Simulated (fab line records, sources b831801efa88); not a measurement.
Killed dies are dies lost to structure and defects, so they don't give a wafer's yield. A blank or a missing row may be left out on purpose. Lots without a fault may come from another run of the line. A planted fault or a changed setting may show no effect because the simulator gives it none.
Chamber matching | flow sky130 | SKY_FIELD_ISO_ETCH_17 on rie_si-01: 4 sister chambers
The step etches Si in HBr/Cl2/O2, target depth 342 nm, time 97.7 s. 18 wafers are shown with their chamber, then 9 later ones without.

WAFERS WITH THEIR CHAMBER
wafer  | chamber | drypump_motor_current_A (A) | he_backside_leak_sccm (sccm) | run_length_s (s)
L353.1 | 1       | 5.9                         | 2.88                         | 126.6
L353.3 | 3       | 5.7                         | 2.95                         | 125.7
L353.5 | 0       | 5.7                         | 3.02                         | 126.3
L354.1 | 2       | 6.7                         | 2.44                         | 125.6
L354.4 | 1       | 5.9                         | 2.78                         | 126.2
L354.6 | 1       | 6.0                         | 2.88                         | 126.4
L358.1 | 1       | 5.9                         | 2.84                         | 126.5
L358.2 | 0       | 5.7                         | 3.23                         | 125.7
L358.4 | 2       | 6.7                         | 2.31                         | 125.3
L361.4 | 1       | 5.9                         | 2.80                         | 126.0
L361.5 | 1       | 5.9                         | 2.80                         | 126.6
L361.6 | 2       | 6.6                         | 2.25                         | 125.3
L363.1 | 3       | 5.6                         | 2.71                         | 125.8
L363.3 | 0       | 5.7                         | 2.67                         | 126.2
L363.5 | 2       | 6.7                         | 2.41                         | 125.3
L367.1 | 2       | 6.6                         | 2.21                         | 125.5
L367.3 | 3       | 5.6                         | 2.76                         | 125.6
L367.6 | 3       | 5.6                         | 2.83                         | 125.5

SIGNATURES (means of the wafers above)
reading                 | chamber 0 | chamber 1 | chamber 2 | chamber 3 | scatter within a chamber
drypump_motor_current_A | 5.700     | 5.917     | 6.660     | 5.625     | 0.0446
he_backside_leak_sccm   | 2.9733    | 2.8300    | 2.3240    | 2.8125    | 0.131
run_length_s            | 126.067   | 126.383   | 125.400   | 125.650   | 0.211
Rule: a wafer's distance from a chamber is the root of the sum, over the readings, of the square of ((its reading less the chamber's mean) divided by the reading's scatter). The wafer belongs to the nearest chamber; if the next one is less than 2 further off, it can't be placed. The scatter: the root of (the sum of the squares of (reading less its chamber's mean) over the shown wafers, divided by (wafers less chambers)).

WAFERS WITHOUT THEIR CHAMBER
wafer  | drypump_motor_current_A (A) | he_backside_leak_sccm (sccm) | run_length_s (s)
L371.3 | 5.7                         | 3.25                         | 125.9
L371.4 | 6.0                         | 2.65                         | 126.1
L371.5 | 5.6                         | 2.77                         | 125.6
L372.3 | 6.7                         | 2.40                         | 125.0
L372.4 | 5.7                         | 2.67                         | 125.9
L372.6 | 6.6                         | 2.39                         | 125.3
L375.1 | 5.7                         | 2.68                         | 125.9
L375.5 | 5.7                         | 2.96                         | 125.6
L375.6 | 5.9                         | 2.78                         | 125.9

WHICH CHAMBER EACH WENT THROUGH
wafer  | from the rows above     | in truth
L371.3 | can't be placed: 0 or 3 | 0
L371.4 | 1                       | 1
L371.5 | 3                       | 3
L372.3 | 2                       | 2
L372.4 | can't be placed: 3 or 0 | 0
L372.6 | 2                       | 2
L375.1 | can't be placed: 3 or 0 | 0
L375.5 | can't be placed: 3 or 0 | 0
L375.6 | 1                       | 1
Placed correctly: 5 of 9. Can't be placed from these rows: 4 (the true chamber is among the candidates in 4). Placed wrongly: 0.
